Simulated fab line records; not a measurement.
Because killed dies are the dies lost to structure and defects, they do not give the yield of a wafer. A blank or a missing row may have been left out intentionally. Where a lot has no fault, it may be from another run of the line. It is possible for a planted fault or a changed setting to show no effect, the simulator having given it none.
A struck lot beside a sound one :: flow sfq line :: 3 steps out of a route of 325
Sound: wafers L750.1, L750.2, L750.3. Struck: wafers L760.3, L760.4, L760.6. The cause is named last.
Order at every step that has rows: each side's tool, ch and its chambers, its first start. Under that, the readings that differ: sound wafers :: struck wafers :: difference of the means :: sigmas: that difference in standard deviations of wafers without a fault.
alike: readings with means less than 2 such deviations apart, plus words and numbers identical on both sides. not compared: withheld readings, readings lacking a value on some wafer, bounds such as >300 that could conceal the same value, and numbers that have no deviation in the record and whose values overlap.
Wherever a step has rows on one side only, a row that says differs or no value, or a row with sigmas, the two part there. Numbers that don't overlap but have no deviation are shown without sigmas and don't part them. Lack of a reading on every wafer of one side parts them only where that side has two or more wafers.

SFQ_INCOMING_BOW_MEAS_900:
  sound on film metro-01, day 1 10:00; struck on film metro-03, day 3 12:02
  alike: INCOMING_BOW
SFQ_TRILAYER_INCOMING_OXIDATION_002: target thk 500 nm, ox time 4939 s.
  sound on furnace-01 ch 0, day 1 10:07; struck on furnace-02, day 3 12:07
  no value came back on the struck wafers for ox temp c (C), ox temp c max; on the sound wafers ox temp c (C) reads 999.7 1000.3 999.8
SFQ_TRILAYER_L0_DEP_SPUTTER_003: material MoNx KI, target thk 40 nm, time 100 s.
  sound on pvd sputter-04, day 1 12:29; struck on pvd sputter-04, day 3 14:29
  alike: throttle valve pct

WHERE THEY PART
Only at SFQ_TRILAYER_INCOMING_OXIDATION_002, within this record. Later steps at which nothing parts them and some readings are alike: SFQ_TRILAYER_L0_DEP_SPUTTER_003.

WHY: whatever the simulator had introduced
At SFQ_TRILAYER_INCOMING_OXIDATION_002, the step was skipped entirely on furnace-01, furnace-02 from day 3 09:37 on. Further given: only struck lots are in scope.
